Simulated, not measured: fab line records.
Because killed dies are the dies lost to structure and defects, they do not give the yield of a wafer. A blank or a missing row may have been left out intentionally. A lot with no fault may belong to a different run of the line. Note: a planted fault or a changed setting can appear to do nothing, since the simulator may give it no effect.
A lot that was struck, set against a sound lot -- flow sky130 -- 15 out of 708 route steps
Sound: wafers L379.1, L379.2, L379.5. The struck wafers were L393.2, L393.3, L393.4. The cause is given at the end.
At each step with rows: each side's tool, then ch and its chambers, then its first start. Under that, the readings that differ: sound wafers -- struck wafers -- difference of the means -- sigmas: that difference in standard deviations of wafers without a fault.
alike: readings whose means differ by less than 2 such deviations, and words and numbers that are the same on both sides. not compared: withheld readings, readings that some wafer has no value for, bounds like >300 that may hide the same value, and numbers for which the record gives no deviation and whose values overlap.
The two part at a step that has a row with sigmas, a row that says differs or no value, or rows on one side only. Non-overlapping numbers with no deviation appear without sigmas and do not part them. A reading that every wafer of one side lacks parts them only if that side has two wafers or more.

first, 3 steps without rows for these wafers: SKY_SONOS_ONO_WET_ETCH_18 (etches Si3N4 in H3PO4, target depth 15 nm, time 172 s); SKY_GATE_OXIDE_CLEAN_00 (cleans in SC1/SC2, time 150 s); SKY_GATE_OXIDE_OXIDATION_01 (stabilise 600 s, purge 300 s, target thk 10.268 nm).
SKY_GATE_OXIDE_THK_MEAS_02:
  sound on filmMetro-04 at day 13 15:02; struck on filmMetro-04 at day 18 04:31
  alike: GATE_OXIDE_OXIDATION_00_THK
then, 7 steps without rows for these wafers: SKY_GATE_OXIDE_DEHYDRATE_03 (time 60 s); SKY_GATE_OXIDE_HMDS_04 (prime time 60 s); SKY_GATE_OXIDE_COAT_05 (resist thk 1140 nm); SKY_GATE_OXIDE_SOFTBAKE_06 (time 60 s); SKY_GATE_OXIDE_EXPOSE_07 (exposes mask LVOM, target cd 600 nm); SKY_GATE_OXIDE_PEB_08; SKY_GATE_OXIDE_DEVELOP_09 (develop time 60 s).
SKY_GATE_OXIDE_OVL_MEAS_10:
  sound on overlay-01 at day 14 17:25; struck on overlay-02 at day 19 09:07
  alike: GATE_OXIDE_OVL
SKY_GATE_OXIDE_IMPLANT_11:
  sound on implanter-04 ch 0, day 14 17:27; struck on implanter-03 ch 0, day 19 09:11
reading,sound,struck,difference,sigmas
beamEnergyKeV,10.003 10.001 9.9994,9.1339 9.1392 9.1345,-0.8653,-99 or more
model.implant.rpNm (nm),32.79 32.79 32.79,31.82 31.82 31.82,-0.97,
model.implant.drpNm (nm),17.11 17.11 17.11,16.07 16.07 16.07,-1.04,
  alike: endStationPressureTorr
then, 1 step without rows for these wafers: SKY_GATE_OXIDE_WET_ETCH_12 (etches SiO2 in dHF, target depth 16.8 nm, time 336 s).
-- here the record skips 30 days between the struck wafers' starts before and after, leaving off in module GATE_OXIDE and picking up in module PAD_OPEN (first step shown: number 708 of the route) --
SKY_PAD_OPEN_PROBE_99:
  sound on prober-02 at day 46 04:29; struck on prober-02 at day 49 12:20
reading,sound,struck,difference,sigmas
model.etest.pfet_01v8_lvt.offLog10AUm,-8.678 -8.572 -8.82,-9.158 -9.281 -8.908,-0.426,
model.etest.pfet_01v8_lvt.vtSatV (V),-0.42 -0.4236 -0.4286,-0.4546 -0.451 -0.4454,-0.0263,
model.etest.pfet_01v8_lvt.vtV (V),-0.5162 -0.5187 -0.5197,-0.5436 -0.5431 -0.5374,-0.0232,
model.etest.pfet_01v8_lvt.vtLongV (V),-0.6359 -0.6371 -0.6392,-0.6614 -0.6594 -0.6572,-0.0219,
  alike: killed_at_M0_to_M3, killed_at_M4_up, killedAtContacts, killedAtFrontEnd, killedAtOther, killedDies, killedOpen, killedShort

WHERE THEY PART
Only at SKY_GATE_OXIDE_IMPLANT_11, within this record. Later steps at which nothing parts them and some readings are alike: SKY_PAD_OPEN_PROBE_99.

WHY: the cause the simulator had injected
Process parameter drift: implanter-03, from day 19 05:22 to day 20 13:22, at SKY_GATE_OXIDE_IMPLANT_11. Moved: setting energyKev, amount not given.
